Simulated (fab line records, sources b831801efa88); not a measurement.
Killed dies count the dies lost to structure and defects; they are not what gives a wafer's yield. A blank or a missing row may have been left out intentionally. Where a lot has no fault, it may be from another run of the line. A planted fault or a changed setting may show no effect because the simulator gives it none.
Chamber matching + flow gf180mcu + 3 sister chambers for GF_MIM_CVD_05 on pecvd-04
The step deposits Si3N4, target thk 42 nm, time 29.086 s. 3 wafers are shown with their chamber, then 7 later ones without.

== WAFERS PAIRED WITH THEIR CHAMBERS ==
| wafer  | chamber | heaterPowerW (W) |
|--------|---------|------------------|
| L336.1 | 1       | 687              |
| L338.2 | 0       | 557              |
| L338.4 | 2       | 661              |

== WAFERS MISSING THEIR CHAMBER ==
| wafer  | heaterPowerW (W) |
|--------|------------------|
| L338.6 | 570              |
| L341.2 | 578              |
| L341.3 | 642              |
| L341.6 | 609              |
| L342.1 | 580              |
| L342.5 | 596              |
| L342.6 | 686              |

== WHICH CHAMBER EACH ONE RAN IN ==
| wafer  | from the rows above          | in truth                   |
|--------|------------------------------|----------------------------|
| L338.6 | 0                            | 0                          |
| L341.2 | 0                            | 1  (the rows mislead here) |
| L341.3 | can't be placed: 2 or 1      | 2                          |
| L341.6 | can't be placed: 0 or 2 or 1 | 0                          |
| L342.1 | 0                            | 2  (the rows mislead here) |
| L342.5 | can't be placed: 0 or 2 or 1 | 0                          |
| L342.6 | can't be placed: 1 or 2      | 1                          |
1 of 7 placed correctly. From these rows, 4 cannot be placed; in 4 the true chamber is one of the candidates. Number placed wrongly: 2.
How it was worked out, from the rows above alone: a wafer's distance from a chamber is the root of the sum, over the readings, of the square of ((its reading less the chamber's mean) divided by the reading's scatter). The wafer belongs to the nearest chamber; if the next one is less than 2 further off, it can't be placed. For every chamber, the mean is computed from those of its wafers that are shown. The scatter (one wafer shown for each chamber): square how far every hidden wafer sits from the nearest shown wafer, average those squares and take the square root.
